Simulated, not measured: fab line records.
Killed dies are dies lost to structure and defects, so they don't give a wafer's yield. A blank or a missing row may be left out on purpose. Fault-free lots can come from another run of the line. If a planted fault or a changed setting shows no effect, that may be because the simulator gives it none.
The tool behind it: which one?	flow sky130	6 lots (18 wafers sampled), 1 step of a 708-step route

## WHAT EACH GAUGE READ, for each wafer
SKY_NWELL_THK_MEAS_02.
lot	measured	on	NWELL_OXIDATION_THK (nm)
L649	day 2 20:02	film_metro-02	9.93 9.95 10.08
L658	day 4 18:17	film_metro-01	13.83 13.90 13.88
L663	day 5 18:57	film_metro-02	10.10 9.97 10.03
L665	day 6 08:03	film_metro-04	10.32 10.28 10.20
L668	day 6 19:26	film_metro-02	9.93 9.84 9.74
L670	day 7 05:19	film_metro-04	9.89 10.24 9.89

## WHAT TOOL EACH LOT RAN ON (gives the tool, then ch and the chambers of the sampled wafers, and finally the start)
The record shows no process step preceding these readings.

## THE ANSWER, worked out from the rows above alone
Rule: the usual values come from the lots themselves. Put in order of their means at a reading, lots are off if they are a third of the lots or fewer, leave a main group of 4 or more, and stand apart from it by a gap of 3 or more times the standard deviation of the main group's means; of several such gaps the widest counts. A main group is skipped when, at the precision printed for the reading in the tables above, its means are all equal. A lot without any number at a reading at which 4 lots or more have one is off too. Any other lot the step has rows for is counted as sound.
Off: L658, seen at SKY_NWELL_THK_MEAS_02 (NWELL_OXIDATION_THK). The main group: mean 10.03 nm, standard deviation 0.14.
A tool fits if, at a process step before that reading, it ran every lot that is off, and no sound lot after the first of them. Gauges at SKY_NWELL_THK_MEAS_02: tried the same way as those tools. One fits: film_metro-01 at SKY_NWELL_THK_MEAS_02. It ran no sound lot before its first lot that is off in this sample, so the start can't be narrowed down.

## WHAT HAD BEEN PUT IN BY THE SIMULATOR
Metrology matching offset: film_metro-01, from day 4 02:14 on, at SKY_NWELL_THK_MEAS_02. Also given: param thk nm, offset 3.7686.
Struck lots among those shown: L658. The rule above found the same.
